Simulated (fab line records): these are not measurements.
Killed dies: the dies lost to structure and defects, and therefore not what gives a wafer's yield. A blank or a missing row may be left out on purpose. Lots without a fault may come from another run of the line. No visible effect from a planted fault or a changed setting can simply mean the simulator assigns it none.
Which of the tools did it? -- flow gf180mcu -- 72 wafers from 24 lots sampled at 6 of the route's 602 steps

== WHAT THE GAUGES READ, wafer by wafer ==
GF_VT_IMPLANT_OVL_MEAS_07.
lot,measured,on,VT_IMPLANT_OVL (nm)
L074,day 5 13:44,overlay-02,1.8 3.3 2.6
L075,day 5 18:20,overlay-02,0.5 0.0 0.1
L076,day 6 03:50,overlay-02,0.6 1.9 -0.5
L077,day 6 09:56,overlay-02,2.4 -0.1 0.4
L078,day 6 15:23,overlay-01,0.9 0.4 1.5
L079,day 6 20:50,overlay-01,-0.9 -2.6 -1.0
L080,day 7 04:29,overlay-01,1.5 0.9 2.3
L081,day 7 08:23,overlay-01,2.3 1.4 1.1
L082,day 7 15:20,overlay-01,1.3 1.9 -0.2
L083,day 7 21:05,overlay-02,2.5 2.9 -0.5
L084,day 8 03:08,overlay-01,0.6 1.2 1.8
L085,day 8 10:38,overlay-01,-0.7 1.2 1.6
L086,day 8 13:18,overlay-01,0.4 -0.5 -1.5
L087,day 9 02:20,overlay-01,0.4 0.9 -1.7
L088,day 9 06:54,overlay-02,2.3 1.2 0.0
L089,day 9 13:02,overlay-02,0.5 1.8 1.1
L090,day 9 18:02,overlay-01,1.3 0.2 -1.0
L091,day 9 23:09,overlay-01,-0.3 -1.8 0.3
L092,day 10 05:44,overlay-02,0.9 3.4 2.0
L093,day 10 10:59,overlay-01,0.5 -1.3 0.1
L094,day 10 15:29,overlay-02,-0.7 0.0 -0.9
L095,day 10 20:05,overlay-01,0.5 1.3 2.5
L096,day 11 16:35,overlay-02,1.0 1.6 1.0
L097,day 11 18:26,overlay-01,1.6 0.3 0.6

GF_VT_IMPLANT_RS_MEAS_47: measures by four-point-probe.
lot,measured,on,NWELL_RS (ohm/sq)
L074,day 7 12:18,film metro-01,487.9 488.1 487.5
L075,day 7 15:58,film metro-04,488.3 486.8 487.3
L076,day 8 01:07,film metro-04,487.7 486.8 486.3
L077,day 8 07:42,film metro-02,487.5 488.7 487.2
L078,day 8 14:36,film metro-04,489.8 489.2 491.2
L079,day 8 20:56,film metro-01,488.4 486.5 488.5
L080,day 9 05:46,film metro-02,486.5 485.7 486.0
L081,day 9 09:01,film metro-01,489.5 488.6 488.4
L082,day 9 15:58,film metro-01,490.2 488.8 489.4
L083,day 9 22:28,film metro-02,486.6 488.7 486.4
L084,day 10 06:04,film metro-04,489.0 489.5 488.7
L085,day 10 14:34,film metro-01,486.9 487.8 486.9
L086,day 10 17:02,film metro-04,488.4 487.4 488.8
L087,day 11 07:46,film metro-01,485.2 486.3 486.4
L088,day 11 12:32,film metro-02,489.7 488.2 488.7
L089,day 11 20:03,film metro-01,487.3 488.5 488.5
L090,day 12 01:53,film metro-01,489.0 488.7 488.7
L091,day 12 06:02,film metro-01,487.9 485.8 487.6
L092,day 12 15:15,film metro-01,485.5 486.4 485.4
L093,day 12 20:24,film metro-02,487.0 487.6 486.3
L094,day 13 01:48,film metro-01,487.4 488.1 487.0
L095,day 13 05:34,film metro-01,488.0 487.9 487.6
L096,day 14 04:21,film metro-01,488.9 486.8 488.1
L097,day 14 07:00,film metro-04,486.9 487.7 486.9

GF_VT_IMPLANT_RS_MEAS_48: measures by four-point-probe.
lot,measured,on,LVPWELL_RS (ohm/sq)
L074,day 7 12:25,film metro-01,1196 1201 1199
L075,day 7 16:05,film metro-04,1197 1198 1194
L076,day 8 01:14,film metro-04,1198 1199 1200
L077,day 8 07:49,film metro-02,1196 1200 1198
L078,day 8 14:43,film metro-04,1196 1195 1199
L079,day 8 21:03,film metro-01,1196 1196 1194
L080,day 9 05:53,film metro-02,1194 1194 1196
L081,day 9 09:08,film metro-01,1199 1197 1197
L082,day 9 16:05,film metro-01,1199 1200 1196
L083,day 9 22:35,film metro-02,1199 1194 1196
L084,day 10 06:11,film metro-04,1198 1199 1197
L085,day 10 14:41,film metro-01,1199 1198 1199
L086,day 10 17:10,film metro-04,1204 1197 1198
L087,day 11 07:53,film metro-01,1191 1192 1191
L088,day 11 12:40,film metro-02,1196 1196 1196
L089,day 11 20:10,film metro-01,1200 1198 1196
L090,day 12 02:00,film metro-01,1198 1196 1195
L091,day 12 06:10,film metro-01,1193 1190 1193
L092,day 12 15:22,film metro-01,1193 1188 1193
L093,day 12 20:31,film metro-02,1196 1198 1195
L094,day 13 01:55,film metro-01,1195 1195 1198
L095,day 13 05:41,film metro-01,1197 1198 1194
L096,day 14 04:28,film metro-01,1195 1198 1201
L097,day 14 07:07,film metro-04,1195 1202 1197

GF_HV_LDD_OVL_MEAS_08.
lot,measured,on,HV_LDD_OVL (nm)
L074,day 10 03:39,overlay-01,-1.9 -1.5 -1.1
L075,day 10 04:04,overlay-02,1.4 0.3 3.0
L076,day 10 12:00,overlay-02,2.1 -0.3 1.4
L077,day 10 23:21,overlay-01,2.0 -0.7 0.6
L078,day 11 04:00,overlay-01,2.0 2.3 3.4
L079,day 11 08:10,overlay-01,0.6 0.8 1.2
L080,day 11 20:36,overlay-01,3.3 0.3 -0.4
L081,day 11 23:27,overlay-02,0.2 1.1 -0.2
L082,day 12 07:18,overlay-02,2.6 3.5 2.9
L083,day 12 13:48,overlay-01,2.2 2.4 -0.8
L084,day 12 21:09,overlay-01,0.3 1.6 2.4
L085,day 13 07:36,overlay-02,-1.5 -0.5 -1.4
L086,day 13 10:13,overlay-01,-1.7 -0.9 -2.4
L087,day 14 05:47,overlay-01,1.7 3.5 3.3
L088,day 14 10:27,overlay-01,-2.9 -2.0 -2.3
L089,day 14 18:54,overlay-02,1.0 0.0 -3.0
L090,day 15 01:40,overlay-02,2.5 2.2 1.9
L091,day 15 06:15,overlay-01,-3.1 -0.4 -4.1
L092,day 15 15:35,overlay-01,-2.8 -2.0 -1.0
L093,day 16 01:00,overlay-01,0.0 2.6 1.2
L094,day 16 03:28,overlay-01,1.6 2.3 2.8
L095,day 16 09:52,overlay-02,-0.7 -1.4 -1.4
L096,day 17 07:20,overlay-01,-1.4 -0.4 -0.5
L097,day 17 10:24,overlay-01,0.1 1.4 -0.1

GF_HV_LDD_CD_MEAS_46: target cd 400 nm.
lot,measured,on,cd nm (nm)
L074,day 12 12:04,cd sem-02,402.9 399.5 401.0
L075,day 12 12:33,cd sem-02,402.4 399.8 402.6
L076,day 12 21:42,cd sem-02,397.9 400.3 397.5
L077,day 13 11:32,cd sem-01,397.8 397.9 396.0
L078,day 13 14:52,cd sem-01,400.4 400.2 398.8
L079,day 13 19:57,cd sem-01,398.7 399.1 396.1
L080,day 14 08:41,cd sem-02,399.4 397.7 400.8
L081,day 14 10:41,cd sem-02,399.1 398.1 398.5
L082,day 14 20:05,cd sem-01,401.7 401.3 400.1
L083,day 15 02:29,cd sem-01,401.5 401.1 398.5
L084,day 15 11:50,cd sem-01,399.2 398.4 400.1
L085,day 15 23:01,cd sem-02,397.1 398.9 398.7
L086,day 16 01:49,cd sem-02,399.5 397.4 397.6
L087,day 17 00:17,cd sem-02,401.4 398.5 398.1
L088,day 17 04:43,cd sem-01,399.6 400.0 399.0
L089,day 17 14:32,cd sem-01,400.2 397.7 396.1
L090,day 17 20:47,cd sem-01,404.7 404.0 404.8
L091,day 18 02:10,cd sem-02,401.6 403.8 402.0
L092,day 18 11:53,cd sem-02,401.1 401.5 404.7
L093,day 18 23:42,cd sem-02,394.6 399.2 397.3
L094,day 19 01:04,cd sem-02,398.9 397.4 400.6
L095,day 19 07:26,cd sem-01,398.7 398.9 399.7
L096,day 20 06:46,cd sem-01,400.5 401.5 399.7
L097,day 20 10:47,cd sem-02,398.4 399.3 399.3

== EACH LOT AND THE TOOL THAT RAN IT (in order: tool; ch and the chambers of the sampled wafers; start) ==
lot,GF_STI_STRIP_15
L074,"plasma asher-04 ch 0,1, day 2 01:01"
L075,"plasma asher-04 ch 0,1, day 2 06:07"
L076,"plasma asher-04 ch 0,1, day 2 12:58"
L077,"plasma asher-01 ch 0,1, day 2 17:01"
L078,"plasma asher-02 ch 0,1, day 2 22:03"
L079,"plasma asher-02 ch 0,1, day 3 03:10"
L080,"plasma asher-01 ch 0,1, day 3 08:25"
L081,"plasma asher-01 ch 0,1, day 3 13:07"
L082,"plasma asher-01 ch 0,1, day 3 20:34"
L083,"plasma asher-02 ch 0,1, day 3 23:40"
L084,"plasma asher-01 ch 0,1, day 4 04:46"
L085,"plasma asher-01 ch 0,1, day 4 11:51"
L086,"plasma asher-01 ch 0,1, day 4 15:11"
L087,"plasma asher-04 ch 0,1, day 5 00:30"
L088,"plasma asher-01 ch 0,1, day 5 05:02"
L089,"plasma asher-02 ch 0,1, day 5 09:12"
L090,"plasma asher-01 ch 1, day 5 14:16"
L091,"plasma asher-02 ch 0,1, day 5 17:23"
L092,"plasma asher-04 ch 0,1, day 5 22:25"
L093,"plasma asher-02 ch 0,1, day 6 04:49"
L094,"plasma asher-04 ch 0,1, day 6 07:47"
L095,"plasma asher-02 ch 1, day 6 13:04"
L096,"plasma asher-04 ch 0,1, day 6 20:08"
L097,"plasma asher-01 ch 0,1, day 7 00:34"
- GF_STI_STRIP_15: strips in O2/N2.

== AS READ BY THE TOOLS THEMSELVES (means over the sampled wafers that have a number; for cases with no such wafer, the mark the record gives instead) ==
GF_STI_STRIP_15.
lot,tool,drypump motor current A (A),heater power w (W),oes product au (a.u.),strip time to endpoint s (s)
L074,plasma asher-04,6.07,346,0.387,3.69
L075,plasma asher-04,6.07,341,0.381,3.71
L076,plasma asher-04,6.08,329,0.388,3.73
L077,plasma asher-01,5.84,306,0.388,3.73
L078,plasma asher-02,5.72,353,0.383,3.76
L079,plasma asher-02,5.70,353,0.380,3.71
L080,plasma asher-01,5.81,307,0.389,3.76
L081,plasma asher-01,5.82,308,0.387,3.77
L082,plasma asher-01,5.82,307,0.387,3.72
L083,plasma asher-02,5.74,354,0.381,3.74
L084,plasma asher-01,5.79,332,0.384,3.72
L085,plasma asher-01,5.84,307,0.380,3.78
L086,plasma asher-01,5.80,333,0.385,3.79
L087,plasma asher-04,6.06,332,0.388,3.74
L088,plasma asher-01,5.81,307,0.386,3.74
L089,plasma asher-02,5.63,325,0.383,3.74
L090,plasma asher-01,5.85,281,0.385,3.72
L091,plasma asher-02,5.71,352,0.385,3.78
L092,plasma asher-04,6.07,336,0.389,3.78
L093,plasma asher-02,5.61,328,0.383,3.67
L094,plasma asher-04,6.07,341,0.388,3.76
L095,plasma asher-02,5.81,377,0.378,3.73
L096,plasma asher-04,6.07,338,0.385,3.76
L097,plasma asher-01,5.80,328,0.378,3.70

== THE ANSWER, worked out from the rows above alone ==
Rule: usual is defined by the lots themselves. The widest of any qualifying gaps counts: lots, ordered by their means at a reading, are off when they make up no more than a third of the lots, leave a main group of 4 or more, and stand apart from it by 3 or more times the standard deviation of that group's means. Not used: any main group whose means are identical at the precision the tables above print for the reading. Also off: a lot with no number at a reading for which 4 or more lots have one. Any other lot the step has rows for is counted as sound. First the gauges in route order, then the tools' own readings, where a lot's mean is used as printed above. The first step at which some lot is off is used, and at that step the reading that is off furthest; a lot without a number counts as furthest.
Nothing can be told from this: no lot is off at any reading shown.

== WHAT THE SIMULATOR PUT IN ==
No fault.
